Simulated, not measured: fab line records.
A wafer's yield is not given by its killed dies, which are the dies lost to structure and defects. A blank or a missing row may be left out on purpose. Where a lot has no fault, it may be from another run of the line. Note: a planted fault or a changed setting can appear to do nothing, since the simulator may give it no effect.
8D (eight disciplines) problem report, filled in by code ; flow sky130 ; the parts of the form that need people (team, actions taken, sign-off) are left out

1. WHAT IS WRONG
Across 6 wafers from 2 lots, GATE_OXIDE_OXIDATION_00_THK at SKY_GATE_OXIDE_THK_MEAS_02 averages 7.75 nm, while fault-free wafers read 10.30 nm with a standard deviation of 0.17. That is -15 standard deviations from the usual mean.
Earliest sighting: wafer L662.2 on film_metro-01 at day 17 14:11. Wafers with a number at this step in the record: 33, from 11 lots. The rule behind "out" and "out of limits": a value lying over 4 standard deviations away from the usual mean. The rest of the wafers with a number are treated as sound.

2. WHAT IT IS AND WHAT IT IS NOT
question;is;is not
which readings at this step;GATE_OXIDE_OXIDATION_00_THK;-
which lots;L662, L666;L647, L648, L649, L651, L652, L653, L654, L657, L658
which wafers of those lots;all that have a number;-
read on which gauges;film_metro-01;film_metro-02, film_metro-04
when;from day 17 14:11;up to then (27 sound wafers)

3. WHAT RULES OUT EACH SUSPECT
Counting: a tool at any process step up to the reading remains a suspect when it ran all the lots that are out and ran no sound lot after the first of those.
- the gauge at SKY_GATE_OXIDE_THK_MEAS_02: ruled out. All the wafers that are out were read on film_metro-01, but those of them that SKY_GATE_OXIDE_OXIDATION_01 has rows for are out there too, on other tools.
- furnace-01 at SKY_GATE_OXIDE_OXIDATION_01 (stabilise 600 s, purge 300 s, target thk 10.268 nm): kept. All lots that are out passed through it, beginning with L662 at day 17 12:46, and no sound lot followed; its final sound lot before that point was L654 at day 15 00:05. On those wafers its own readings are out: spike_tc_bottom_C, spike_tc_centre_C, spike_tc_lower_C, spike_tc_top_C, spike_tc_upper_C, tube_center_temp_C, tube_center_temp_C_max.
Left after counting: furnace-01 at SKY_GATE_OXIDE_OXIDATION_01.

4. THE CAUSE (what the simulator had put in)
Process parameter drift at SKY_GATE_OXIDE_OXIDATION_01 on furnace-01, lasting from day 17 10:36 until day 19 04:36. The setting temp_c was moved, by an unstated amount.
Only this tool survived the counting.

5. THE CHAIN OF EFFECTS, in route order
Each row: a reading whose mean over the struck wafers that have a number lies more than 3 standard deviations from the usual. Only readings for which the record gives a usual standard deviation are gone through. hours: the time from each lot's start at the first step in this table that gives one to its start at this step, as a median over the lots. sigmas: the change in usual standard deviations.
hours;step;reading;usual;on struck wafers;change;sigmas
0;SKY_GATE_OXIDE_OXIDATION_01;spike_tc_bottom_C;916.2 C;889.6;-26.6;-9.8
0;SKY_GATE_OXIDE_OXIDATION_01;spike_tc_centre_C;900.2 C;875.6;-24.6;-25
0;SKY_GATE_OXIDE_OXIDATION_01;spike_tc_lower_C;900.7 C;876.5;-24.2;-22
0;SKY_GATE_OXIDE_OXIDATION_01;spike_tc_top_C;909.0 C;886.6;-22.4;-9.0
0;SKY_GATE_OXIDE_OXIDATION_01;spike_tc_upper_C;898.8 C;873.9;-24.9;-23
0;SKY_GATE_OXIDE_OXIDATION_01;tube_center_temp_C;900.01 C;875.11;-24.90;-99 or more
0;SKY_GATE_OXIDE_OXIDATION_01;tube_center_temp_C_max;902.3;877.5;-24.8;-67
0;SKY_GATE_OXIDE_OXIDATION_01;zone_power_bottom_pct;27.9 %;26.1;-1.8;-3.7
1;SKY_GATE_OXIDE_THK_MEAS_02;GATE_OXIDE_OXIDATION_00_THK;10.30 nm;7.75;-2.55;-15
Process steps it contains:
- SKY_GATE_OXIDE_OXIDATION_01: stabilise 600 s, purge 300 s, target thk 10.268 nm.
Later steps that measure or inspect, where all struck wafers having a row at the step show a number for every such reading and not one has moved that far: SKY_RES_PROTECT_TW_MEAS_08.

6. WHAT WOULD HAVE CAUGHT IT SOONER
The first out-of-limits reading at a measuring or inspecting step in this record came at day 17 14:11, 4 hours after the fault's start at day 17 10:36.
At SKY_GATE_OXIDE_OXIDATION_01, the tool's own readings (spike_tc_bottom_C, spike_tc_centre_C, spike_tc_lower_C, spike_tc_top_C, spike_tc_upper_C, tube_center_temp_C, tube_center_temp_C_max) were out on each struck wafer the step has a row for, so an alarm limit on them would have fired on the first such wafer.
Of the lots that are out (2), L666 began SKY_GATE_OXIDE_OXIDATION_01 on furnace-01 after day 17 14:11. Putting the tool on hold at that point would have spared it.
